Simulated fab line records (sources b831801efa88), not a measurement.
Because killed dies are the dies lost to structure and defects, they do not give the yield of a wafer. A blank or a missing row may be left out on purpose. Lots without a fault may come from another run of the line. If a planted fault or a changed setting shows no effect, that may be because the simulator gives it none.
Comparing a struck lot with a sound one || flow sfq_line || 42 out of 325 route steps
Sound: the wafers L141.1, L141.5, L141.6. Wafers L136.1, L136.2, L136.4 were the ones struck. At the end, the cause is stated.
Per side, at each step with rows, come the tool, then ch with its chambers, and then its first start. Under that, the readings that differ: sound wafers || struck wafers || difference of the means || sigmas: that difference in standard deviations of wafers without a fault.
alike: readings whose means differ by less than 2 such deviations, and words and numbers that are the same on both sides. not compared: withheld readings, readings that some wafer has no value for, bounds like >300 that may hide the same value, and numbers for which the record gives no deviation and whose values overlap.
The two part at a step that has a row with sigmas, a row that says differs or no value, or rows on one side only. Numbers that have no deviation but don't overlap get no sigmas and don't part them. A reading missing from all wafers of one side parts the sides only when that side holds two or more wafers.

first, 2 steps without rows for these wafers: SFQ_TRILAYER_M7_DEP_PRE_CLEAN_176 (time 22.5 s); SFQ_TRILAYER_M7_DEP_SPUTTER_175 (material Nb, target thk 200 nm, time 127.5 s).
SFQ_M7_RS_MEAS_943: measurement is done with a four-point probe.
  sound: film_metro-03 at day 90 08:11; struck: film_metro-03 at day 82 23:34
  alike: M7_NB_RS
then, 6 steps without rows for these wafers: SFQ_TRILAYER_M7_LITHO_COAT_182 (resist thk 62 nm); SFQ_TRILAYER_M7_LITHO_COAT_177 (resist thk 600 nm); SFQ_TRILAYER_M7_LITHO_SOFTBAKE_181; SFQ_TRILAYER_M7_LITHO_EXPOSE_178 (exposes mask M7, target cd 500 nm); SFQ_TRILAYER_M7_LITHO_PEB_180 (peb time 60 s); SFQ_TRILAYER_M7_LITHO_DEVELOP_179 (time 60 s).
-- the record jumps here: 4 days lie between the struck wafers' starts before and after --
SFQ_M7_OVL_MEAS_945:
  sound: overlay-01 at day 90 10:37; struck: overlay-01 at day 87 03:35
{"reading": "M7_OVL (nm)", "sound": "-9 -10 -14", "struck": "14 8 7", "difference": "+21", "sigmas": "+4"}
SFQ_TRILAYER_M7_BARC_OPEN_METAL_ETCH_229: etches BARC in O2, target depth 125 nm, time 41.7 s.
  sound on rie_metal-04 ch 0,1, day 90 10:40; struck on rie_metal-02 ch 0,1, day 87 03:37
  alike: bias_w, chamber_pressure_mTorr, drypump_motor_current_A, he_backside_leak_sccm, oes_product_au
  not compared: rf_hours_counter_h
SFQ_TRILAYER_M7_ETCH_METAL_ETCH_180: etches Nb in Cl2/Ar, stops on SiO2, target depth 240 nm, time 120 s.
  sound on rie_metal-04 ch 0,1, day 90 10:43; struck on rie_metal-02 ch 0,1, day 87 03:41
  no value came back on the struck wafers for any of 5 readings (bias_w (W), chamber_pressure_mTorr (mTorr) and others); on the sound wafers bias_w (W) reads 80.26 79.89 80.11
{"reading": "model.KrF_of_TRILAYER_M7_LITHO_COAT_177.thk_nm (nm)", "sound": "378.9 381.3 379.3", "struck": "521.3 522.3 523.3", "difference": "+142.5", "sigmas": ""}
  not compared: rf_hours_counter_h
SFQ_TRILAYER_M7_STRIP_STRIP_181: strips in O2.
  sound on rie_metal-04 ch 0,1, day 90 10:50; struck on rie_metal-02 ch 0,1, day 87 03:49
{"reading": "he_backside_leak_sccm (sccm)", "sound": "3.20 3.39 3.01", "struck": "3.80 3.72 3.84", "difference": "+0.59", "sigmas": "+3"}
  alike: drypump_motor_current_A, oes_product_au
  not compared: rf_hours_counter_h
then, 2 steps without rows for these wafers: SFQ_TRILAYER_M7_STRIP_SOLV_CLEAN_182 (cleans in NMP, time 600 s); SFQ_TRILAYER_I7_DEP_PECVD_183 (deposits SiO2 from SiH4/N2O, time 111.11 s, target thk 500 nm).
SFQ_TRILAYER_I7_CMP_CMP_184: polishes SiO2.
  sound on cmp-02 ch 2,3, day 90 12:11; struck on cmp-01 ch 0,1,2, day 87 05:23
  alike: motor_current_A, time_to_endpoint_s
SFQ_I7_BOW_MEAS_946:
  sound: film_metro-02 at day 90 14:41; struck: film_metro-01 at day 87 08:23
  alike: I7_BOW
then, 7 steps without rows for these wafers: SFQ_TRILAYER_I7_METRO_MEASURE_185; SFQ_TRILAYER_I7_VIA_LITHO_COAT_192 (resist thk 62 nm); SFQ_TRILAYER_I7_VIA_LITHO_COAT_187 (resist thk 650 nm); SFQ_TRILAYER_I7_VIA_LITHO_SOFTBAKE_191; SFQ_TRILAYER_I7_VIA_LITHO_EXPOSE_188 (exposes mask I7, target cd 1000 nm); SFQ_TRILAYER_I7_VIA_LITHO_PEB_190 (peb time 60 s); SFQ_TRILAYER_I7_VIA_LITHO_DEVELOP_189 (time 60 s).
-- the record jumps here: 4 days lie between the struck wafers' starts before and after --
SFQ_I7_OVL_MEAS_947:
  sound: overlay-01 at day 94 13:34; struck: overlay-02 at day 91 04:37
  alike: I7_OVL
SFQ_TRILAYER_I7_VIA_BARC_OPEN_VIA_ETCH_260: etches BARC in O2, target depth 125 nm, time 41.7 s.
  sound on rie_diel-03 ch 1,2, day 94 13:35; struck on rie_diel-01 ch 0,2,3, day 91 04:40
  alike: bias_w, chamber_pressure_mTorr, drypump_motor_current_A, oes_product_au
  not compared: rf_hours_counter_h
then, 1 step without rows for these wafers: SFQ_TRILAYER_I7_VIA_ETCH_VIA_ETCH_190 (etches SiO2 in CHF3, stops on Nb, target depth 260 nm).
SFQ_TRILAYER_I7_VIA_STRIP_STRIP_191: strips in O2.
  sound on rie_metal-01 ch 0,1, day 94 13:44; struck on rie_metal-01 ch 0, day 91 04:49
  alike: drypump_motor_current_A, he_backside_leak_sccm, oes_product_au
  not compared: rf_hours_counter_h
then, 8 steps without rows for these wafers: SFQ_TRILAYER_I7_VIA_STRIP_SOLV_CLEAN_192 (cleans in NMP, time 600 s); SFQ_TRILAYER_M8_LITHO_LOR_COAT_197; SFQ_TRILAYER_M8_LITHO_LOR_BAKE_198; SFQ_TRILAYER_M8_LITHO_COAT_193 (resist thk 600 nm); SFQ_TRILAYER_M8_LITHO_SOFTBAKE_199; SFQ_TRILAYER_M8_LITHO_EXPOSE_194 (exposes mask M8, target cd 2000 nm); SFQ_TRILAYER_M8_LITHO_PEB_196 (peb time 60 s); SFQ_TRILAYER_M8_LITHO_DEVELOP_195 (img clear 15 s, time 55 s).
-- the record jumps here: 4 days lie between the struck wafers' starts before and after --
SFQ_M8_OVL_MEAS_948:
  sound: overlay-02 at day 97 20:26; struck: overlay-02 at day 95 03:02
  alike: M8_OVL
then, 3 steps without rows for these wafers: SFQ_TRILAYER_M8_DEP_EVAP_197 (material Ti, target thk 20 nm, time 100 s); SFQ_TRILAYER_M8_DEP_EVAP_198 (material Pt, target thk 50 nm, time 250 s); SFQ_TRILAYER_M8_DEP_EVAP_196 (material Au, target thk 180 nm, time 900 s).
SFQ_M8_RS_MEAS_949: measurement is done with a four-point probe.
  sound: film_metro-03 at day 97 21:13; struck: film_metro-02 at day 95 03:49
  alike: M8_AU_RS
SFQ_M8_BOW_MEAS_951:
  sound: film_metro-02 at day 97 21:34; struck: film_metro-04 at day 95 04:12
{"reading": "model.etest.m7.comb_log10_ohm", "sound": "12 12 12", "struck": "0 0 0", "difference": -12, "sigmas": ""}
  alike: M8_BOW

## WHERE THEY PART
First at SFQ_M7_OVL_MEAS_945; last, within this record, at SFQ_TRILAYER_M7_STRIP_STRIP_181. Later steps at which nothing parts them and some readings are alike: SFQ_TRILAYER_I7_CMP_CMP_184, SFQ_I7_BOW_MEAS_946, SFQ_I7_OVL_MEAS_947, SFQ_TRILAYER_I7_VIA_BARC_OPEN_VIA_ETCH_260, SFQ_TRILAYER_I7_VIA_STRIP_STRIP_191, SFQ_M8_OVL_MEAS_948, SFQ_M8_RS_MEAS_949, SFQ_M8_BOW_MEAS_951.

WHY: what the simulator had put in
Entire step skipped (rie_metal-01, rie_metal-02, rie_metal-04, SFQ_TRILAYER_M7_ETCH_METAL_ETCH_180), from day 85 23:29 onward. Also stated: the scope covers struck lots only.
